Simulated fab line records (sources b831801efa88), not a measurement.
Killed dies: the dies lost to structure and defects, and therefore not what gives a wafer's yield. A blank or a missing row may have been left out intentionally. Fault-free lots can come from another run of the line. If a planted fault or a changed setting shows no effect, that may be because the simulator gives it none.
Matching of chambers :: flow gf180mcu :: 4 sister chambers for GF_STI_WET_ETCH_26 on wet_bench-02
The step etches SiO2 in dHF, target depth 94 nm, time 188 s. 16 wafers are shown with their chamber, then 8 later ones without.

## WAFERS, EACH WITH ITS CHAMBER
wafer: L166.1
chamber: 3
run_length_s (s): 215
bath_heat_duty_pct (%): 6.7

wafer: L166.4
chamber: 3
run_length_s (s): 215
bath_heat_duty_pct (%): 5.9

wafer: L166.6
chamber: 3
run_length_s (s): 215
bath_heat_duty_pct (%): 7.0

wafer: L167.1
chamber: 2
run_length_s (s): 213
bath_heat_duty_pct (%): 5.4

wafer: L167.2
chamber: 2
run_length_s (s): 213
bath_heat_duty_pct (%): 6.8

wafer: L167.5
chamber: 2
run_length_s (s): 213
bath_heat_duty_pct (%): 6.2

wafer: L169.1
chamber: 3
run_length_s (s): 214
bath_heat_duty_pct (%): 6.0

wafer: L169.5
chamber: 3
run_length_s (s): 214
bath_heat_duty_pct (%): 6.6

wafer: L169.6
chamber: 3
run_length_s (s): 214
bath_heat_duty_pct (%): 5.1

wafer: L170.3
chamber: 0
run_length_s (s): 213
bath_heat_duty_pct (%): 6.3

wafer: L170.4
chamber: 0
run_length_s (s): 213
bath_heat_duty_pct (%): 6.0

wafer: L170.6
chamber: 0
run_length_s (s): 213
bath_heat_duty_pct (%): 6.9

wafer: L172.1
chamber: 3
run_length_s (s): 214
bath_heat_duty_pct (%): 6.5

wafer: L172.2
chamber: 3
run_length_s (s): 214
bath_heat_duty_pct (%): 6.5

wafer: L172.6
chamber: 3
run_length_s (s): 214
bath_heat_duty_pct (%): 6.0

wafer: L185.2
chamber: 1
run_length_s (s): 214
bath_heat_duty_pct (%): 6.2

SIGNATURES, as means of the wafers listed above
reading: run_length_s
chamber 0: 213.00
chamber 1: 214.00
chamber 2: 213.00
chamber 3: 214.33
scatter within a chamber: 0.408

reading: bath_heat_duty_pct
chamber 0: 6.400
chamber 1: 6.200
chamber 2: 6.133
chamber 3: 6.256
scatter within a chamber: 0.577
Rule: a wafer's distance from a chamber is the root of the sum, over the readings, of the square of ((its reading less the chamber's mean) divided by the reading's scatter). If the next closest chamber is less than 2 further off than the closest, the wafer can't be placed; otherwise it belongs to the closest. The scatter: take each reading less its chamber's mean, square it, sum over the shown wafers, divide by the number of wafers less the number of chambers, and take the root.

## WAFERS WITHOUT THEIR CHAMBER
wafer: L185.5
run_length_s (s): 214
bath_heat_duty_pct (%): 6.2

wafer: L185.6
run_length_s (s): 214
bath_heat_duty_pct (%): 7.0

wafer: L187.1
run_length_s (s): 221
bath_heat_duty_pct (%): 7.4

wafer: L187.4
run_length_s (s): 221
bath_heat_duty_pct (%): 6.3

wafer: L187.6
run_length_s (s): 221
bath_heat_duty_pct (%): 7.2

wafer: L188.1
run_length_s (s): 221
bath_heat_duty_pct (%): 5.9

wafer: L188.2
run_length_s (s): 221
bath_heat_duty_pct (%): 6.7

wafer: L188.6
run_length_s (s): 221
bath_heat_duty_pct (%): 5.8

## EACH ONE'S CHAMBER
wafer: L185.5
from the rows above: can't be placed: 1 or 3
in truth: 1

wafer: L185.6
from the rows above: can't be placed: 1 or 3 or 0 or 2
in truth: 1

wafer: L187.1
from the rows above: can't be placed: 3 or 1
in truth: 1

wafer: L187.4
from the rows above: can't be placed: 3 or 1
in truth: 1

wafer: L187.6
from the rows above: can't be placed: 3 or 1
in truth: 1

wafer: L188.1
from the rows above: can't be placed: 3 or 1
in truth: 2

wafer: L188.2
from the rows above: can't be placed: 3 or 1
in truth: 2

wafer: L188.6
from the rows above: can't be placed: 3 or 1
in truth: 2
Correctly placed: 0 of 8. These rows do not allow placing 8 (true chamber among the candidates in 5). Wrongly placed: 0.
